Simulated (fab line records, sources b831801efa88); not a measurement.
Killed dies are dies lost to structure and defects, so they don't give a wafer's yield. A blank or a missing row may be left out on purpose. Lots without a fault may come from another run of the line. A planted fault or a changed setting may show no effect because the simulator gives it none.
One fault seen from 2 desks | flow gf180mcu | each desk has only its own numbers; what lay behind them comes last

THE METROLOGY DESK
What the gauges read, lot by lot, whatever tool the lot ran on: means of the sampled wafers that have a number. A lot is out of limits, marked OUT, if its mean lies more than 4 standard deviations from the usual mean; the brackets give that distance.
Columns: A = STI_OXIDATION_01_THK at GF_STI_THK_MEAS_22, usual 15.29 nm; B = HV_LDD_3_TW at GF_HV_LDD_TW_MEAS_38, usual 1447; C = HV_LDD_RS at GF_HV_LDD_RS_MEAS_53, usual 418.3 ohm/sq; D = M3_OVL at GF_M3_OVL_MEAS_15, usual 0 nm
lot  | first seen here | A     | B              | C               | D
L149 | day 2 05:34     | 15.21 | 1445           | 419.4           | -1
L152 | day 2 18:47     | 15.33 | 1449           | 418.0           | 5
L153 | day 3 00:10     | 14.94 | 1445           | 419.6           | -1
L155 | day 3 10:53     | 15.06 | 1448           | 417.4           | 5
L156 | day 3 16:34     | 15.34 | 1455           | 417.6           | -2
L159 | day 4 07:54     | 15.60 | 1440           | 419.3           | 5
L161 | day 4 17:05     | 15.19 | 1447           | 419.2           | 7
L162 | day 4 21:58     | 15.57 | 1446           | 417.0           | -5
L163 | day 5 04:24     | 15.36 | 1753 (+46) OUT | 363.4 (-50) OUT | 0
L164 | day 5 09:11     | 15.16 | 1445           | 418.2           | 3
L165 | day 5 14:28     | 15.24 | 1442           | 416.4           | -7
L166 | day 5 17:47     | 15.42 | 1761 (+47) OUT | 361.7 (-51) OUT | -3
L172 | day 7 03:39     | 15.34 | 1446           | 418.1           | 1
This desk's finding: out of limits on L163, L166; first on L163, day 16 04:04 (HV_LDD_3_TW at GF_HV_LDD_TW_MEAS_38). In limits: L149, L152, L153, L155, L156, L159, L161, L162, L164, L165, L172.

THE TOOL OWNER'S DESK: implanter-03
The tool's own readings at GF_HV_LDD_IMPLANT_36: means of the sampled wafers that have a number, for each lot that ran on this tool. A lot is out of limits, marked OUT, if its mean lies more than 4 standard deviations from the usual mean; the brackets give that distance.
Columns: A = dose_ions_cm2 at GF_HV_LDD_IMPLANT_36, usual 7.501e+12; B = faraday_current_uA at GF_HV_LDD_IMPLANT_36, usual 42.3
lot  | first seen here | A                           | B
L153 | day 12 19:48    | 7.504e+12                   | 43.2
L155 | day 13 12:04    | 7.497e+12                   | 41.8
L161 | day 15 08:20    | 7.505e+12                   | 41.8
L163 | day 16 03:50    | 3.284e+13 (+99 or more) OUT | 182.0 (+99 or more) OUT
L166 | day 17 00:34    | 3.285e+13 (+99 or more) OUT | 185.4 (+99 or more) OUT
This desk's finding: out of limits on L163, L166; first on L163, day 16 03:50 (dose_ions_cm2 at GF_HV_LDD_IMPLANT_36). In limits: L153, L155, L161.

PUT TOGETHER
The tool owner's desk could have raised an alarm at day 16 03:50, on L163, L166.
The metrology desk could have raised an alarm at day 16 04:04, on L163, L166.
Of the lots named, all ran GF_HV_LDD_IMPLANT_36 on implanter-03.

WHAT THE SIMULATOR HAD PUT IN
Process parameter drift: implanter-03, from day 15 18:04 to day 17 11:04, at GF_HV_LDD_IMPLANT_36. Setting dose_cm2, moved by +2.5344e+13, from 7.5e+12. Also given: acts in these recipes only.
Lots struck among those shown: L163, L166.
Hours from the fault's start to each desk's first reading out of limits: the tool owner's desk, 10; the metrology desk, 10.
